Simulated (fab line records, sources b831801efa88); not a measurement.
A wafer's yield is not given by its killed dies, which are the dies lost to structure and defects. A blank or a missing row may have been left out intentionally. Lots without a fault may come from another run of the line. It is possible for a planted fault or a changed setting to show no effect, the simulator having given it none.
What tool caused it?    flow gf180mcu    18 wafers from 6 lots sampled at 4 of the route's 602 steps

WHAT THE GAUGES READ, wafer by wafer
GF_V4_THK_MEAS_01.
lot   measured      on             V4_CVD_00_THK (nm)
L848  day 24 12:29  film metro-02  592 594 597
L851  day 25 08:33  film metro-03  595 588 598
L853  day 26 03:23  film metro-03  898 607 607
L861  day 28 15:58  film metro-04  596 587 590
L866  day 29 19:08  film metro-04  601 596 600
L868  day 30 19:18  film metro-04  596 597 601

EACH LOT AND THE TOOL THAT RAN IT (in order: tool; ch and the chambers of the sampled wafers; start)
lot   GF_M4_SPUTTER_02              GF_M4_METAL_ETCH_16                GF_V4_CVD_00
L848  pvd sputter-01, day 23 13:03  rie metal-01 ch 0, day 24 11:35    hdpcvd-02 ch 0, day 24 12:22
L851  pvd sputter-01, day 24 09:46  rie metal-01 ch 0,1, day 25 07:49  hdpcvd-02 ch 0,1,2, day 25 08:28
L853  pvd sputter-04, day 25 05:02  rie metal-01 ch 0,1, day 26 02:38  hdpcvd-02 ch 0,1, day 26 03:17
L861  pvd sputter-02, day 27 19:39  rie metal-04 ch 0,1, day 28 15:08  hdpcvd-01 ch 0,1, day 28 15:53
L866  pvd sputter-02, day 28 23:43  rie metal-01 ch 0,1, day 29 18:25  hdpcvd-02 ch 0,1, day 29 19:04
L868  pvd sputter-02, day 29 23:20  rie metal-01 ch 0,1, day 30 18:34  hdpcvd-02 ch 0,1,2, day 30 19:14
- GF_M4_SPUTTER_02: material AlCu, target thk 450 nm, time 23.9 s.
- GF_M4_METAL_ETCH_16: etches the open film in Cl2/BCl3, stops on SiO2, target depth 750.8 nm, time 125.1 s.
- GF_V4_CVD_00: deposits SiO2, target thk 600 nm, time 100 s.

THE ANSWER, worked out from the rows above alone
Rule: the usual values come from the lots themselves. Put in order of their means at a reading, lots are off if they are a third of the lots or fewer, leave a main group of 4 or more, and stand apart from it by a gap of 3 or more times the standard deviation of the main group's means; of several such gaps the widest counts. If all means in a main group match to the digits the tables above print for the reading, that group is not used. Also off: a lot with no number at a reading for which 4 or more lots have one. Any other lot the step has rows for is counted as sound.
Off: L853, at GF_V4_THK_MEAS_01 (V4_CVD_00_THK). The main group has a mean of 595 nm with a standard deviation of 2.9.
If a tool, at a process step before that reading, ran all the lots that are off and no sound lot after the first of them, it fits. The gauges at GF_V4_THK_MEAS_01 are tried like those tools. 2 tools fit, pvd sputter-04 at GF_M4_SPUTTER_02 and film metro-03 at GF_V4_THK_MEAS_01, so this cannot tell which one it is.

WHAT THE SIMULATOR PUT IN
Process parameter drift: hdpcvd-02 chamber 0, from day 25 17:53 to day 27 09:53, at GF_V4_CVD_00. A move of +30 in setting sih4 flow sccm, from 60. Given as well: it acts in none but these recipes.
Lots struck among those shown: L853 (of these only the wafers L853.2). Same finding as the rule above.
